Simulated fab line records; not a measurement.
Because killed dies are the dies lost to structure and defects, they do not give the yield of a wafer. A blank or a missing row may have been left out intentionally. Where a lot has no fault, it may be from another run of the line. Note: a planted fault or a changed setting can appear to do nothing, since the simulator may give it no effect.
Which tool was responsible?	flow sky130	7 lots, 21 wafers sampled, at 3 steps of a route of 708

WHAT THE GAUGES SHOWED, per wafer
SKY_VT_ADJUST_PCH_TW_MEAS_10.
lot	measured	on	VT_ADJUST_PCH_TW
L220	day 11 22:10	film-metro-01	140.9 141.6 142.5
L226	day 13 14:05	film-metro-01	141.9 141.8 141.6
L229	day 14 05:14	film-metro-01	141.6 141.1 141.1
L232	day 15 12:14	film-metro-02	29.4 29.6 29.5
L234	day 16 06:08	film-metro-04	143.2 143.6 143.6
L238	day 17 14:23	film-metro-01	142.9 142.2 142.9
L241	day 18 11:18	film-metro-04	144.2 143.9 143.3

EACH LOT AND THE TOOL THAT RAN IT (in order: tool; ch and the chambers of the sampled wafers; start)
lot	SKY_FIELD_ISO_ETCH_15	SKY_VT_ADJUST_PCH_IMPLANT_08
L220	rie-diel-01 ch 1,2,3, day 2 19:52	implanter-02 ch 0, day 11 21:58
L226	rie-diel-04 ch 0,2, day 4 00:19	implanter-02 ch 0, day 13 13:50
L229	rie-diel-02 ch 0,1, day 4 17:13	implanter-02 ch 0, day 14 05:00
L232	rie-diel-04 ch 1,2,3, day 5 11:10	implanter-02, day 15 12:01
L234	rie-diel-01 ch 0,1,2, day 5 18:01	implanter-03 ch 0, day 16 05:53
L238	rie-diel-01 ch 0,1,2, day 6 14:55	implanter-02 ch 0, day 17 14:08
L241	rie-diel-01 ch 0,2,3, day 7 05:37	implanter-03 ch 0, day 18 11:05
- SKY_FIELD_ISO_ETCH_15: etches the open film in CHF3/O2, stops on Si, target depth 180 nm, time 72 s.
- SKY_VT_ADJUST_PCH_IMPLANT_08

THE ANSWER, worked out from the rows above alone
Rule: what is usual is taken from the lots themselves. The widest of any qualifying gaps counts: lots, ordered by their means at a reading, are off when they make up no more than a third of the lots, leave a main group of 4 or more, and stand apart from it by 3 or more times the standard deviation of that group's means. The tables above print the reading to a certain number of digits; a main group whose means all agree to those digits is not used. A lot without any number at a reading at which 4 lots or more have one is off too. All remaining lots with rows at the step are treated as sound.
Off: L232, at SKY_VT_ADJUST_PCH_TW_MEAS_10 (VT_ADJUST_PCH_TW). The main group: mean 142.4, standard deviation 0.95.
A tool fits if, at a process step before that reading, it ran every lot that is off, and no sound lot after the first of them. Gauges at SKY_VT_ADJUST_PCH_TW_MEAS_10: tried the same way as those tools. 2 tools fit, rie-diel-04 at SKY_FIELD_ISO_ETCH_15 and film-metro-02 at SKY_VT_ADJUST_PCH_TW_MEAS_10, so this cannot tell which one it is.

WHAT HAD BEEN PUT IN BY THE SIMULATOR
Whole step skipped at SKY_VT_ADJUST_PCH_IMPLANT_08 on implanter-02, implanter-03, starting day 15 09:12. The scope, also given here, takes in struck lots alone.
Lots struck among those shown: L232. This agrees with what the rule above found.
